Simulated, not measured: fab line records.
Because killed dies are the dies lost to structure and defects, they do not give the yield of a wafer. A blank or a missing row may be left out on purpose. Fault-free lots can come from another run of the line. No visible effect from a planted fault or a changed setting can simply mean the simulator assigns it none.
Matching of chambers :: flow sky130 :: SKY_VIA3_ETCH_15 on rieDiel-04: 3 sister chambers
The step etches SiO2 in C4F8/O2/Ar, stops on TiN, target depth 507 nm, time 78 s. 14 wafers are shown with their chamber, then 7 later ones without.

== WAFERS PAIRED WITH THEIR CHAMBERS ==
wafer: L540.2
chamber: 2
oesProductAu (a.u.): 0.951

wafer: L540.3
chamber: 3
oesProductAu (a.u.): 0.935

wafer: L540.6
chamber: 2
oesProductAu (a.u.): 0.942

wafer: L541.2
chamber: 2
oesProductAu (a.u.): 0.946

wafer: L541.3
chamber: 3
oesProductAu (a.u.): 0.938

wafer: L541.4
chamber: 0
oesProductAu (a.u.): 0.949

wafer: L543.4
chamber: 0
oesProductAu (a.u.): 0.944

wafer: L543.5
chamber: 3
oesProductAu (a.u.): 0.944

wafer: L543.6
chamber: 2
oesProductAu (a.u.): 0.950

wafer: L544.1
chamber: 0
oesProductAu (a.u.): 0.945

wafer: L544.3
chamber: 3
oesProductAu (a.u.): 0.944

wafer: L544.5
chamber: 2
oesProductAu (a.u.): 0.941

wafer: L547.2
chamber: 3
oesProductAu (a.u.): 0.933

wafer: L547.4
chamber: 0
oesProductAu (a.u.): 0.948

SIGNATURES, as means of the wafers listed above
reading: oesProductAu
chamber 0: 0.94650
chamber 2: 0.94600
chamber 3: 0.93880
scatter within a chamber: 0.00428
Rule: a wafer lies at a distance from a chamber equal to the root of the sum of squares, over the readings, of (its reading less the chamber's mean, divided by the reading's scatter). The wafer belongs to the nearest chamber; if the next one is less than 2 further off, it can't be placed. The scatter: the root of (the sum of the squares of (reading less its chamber's mean) over the shown wafers, divided by (wafers less chambers)).

== WAFERS WITHOUT THEIR CHAMBER ==
wafer: L547.5
oesProductAu (a.u.): 0.940

wafer: L548.2
oesProductAu (a.u.): 0.952

wafer: L548.3
oesProductAu (a.u.): 0.942

wafer: L548.5
oesProductAu (a.u.): 0.950

wafer: L551.2
oesProductAu (a.u.): 0.940

wafer: L551.3
oesProductAu (a.u.): 0.946

wafer: L551.6
oesProductAu (a.u.): 0.942

== EACH ONE'S CHAMBER ==
wafer: L547.5
from the rows above: can't be placed: 3 or 2 or 0
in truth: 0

wafer: L548.2
from the rows above: can't be placed: 0 or 2 or 3
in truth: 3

wafer: L548.3
from the rows above: can't be placed: 3 or 2 or 0
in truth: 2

wafer: L548.5
from the rows above: can't be placed: 0 or 2 or 3
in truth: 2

wafer: L551.2
from the rows above: can't be placed: 3 or 2 or 0
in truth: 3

wafer: L551.3
from the rows above: can't be placed: 2 or 0 or 3
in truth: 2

wafer: L551.6
from the rows above: can't be placed: 3 or 2 or 0
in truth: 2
Correct placement for 0 of the 7. Unplaceable from these rows: 7, with the true chamber sitting among the candidates in 7. Placed wrongly: 0.
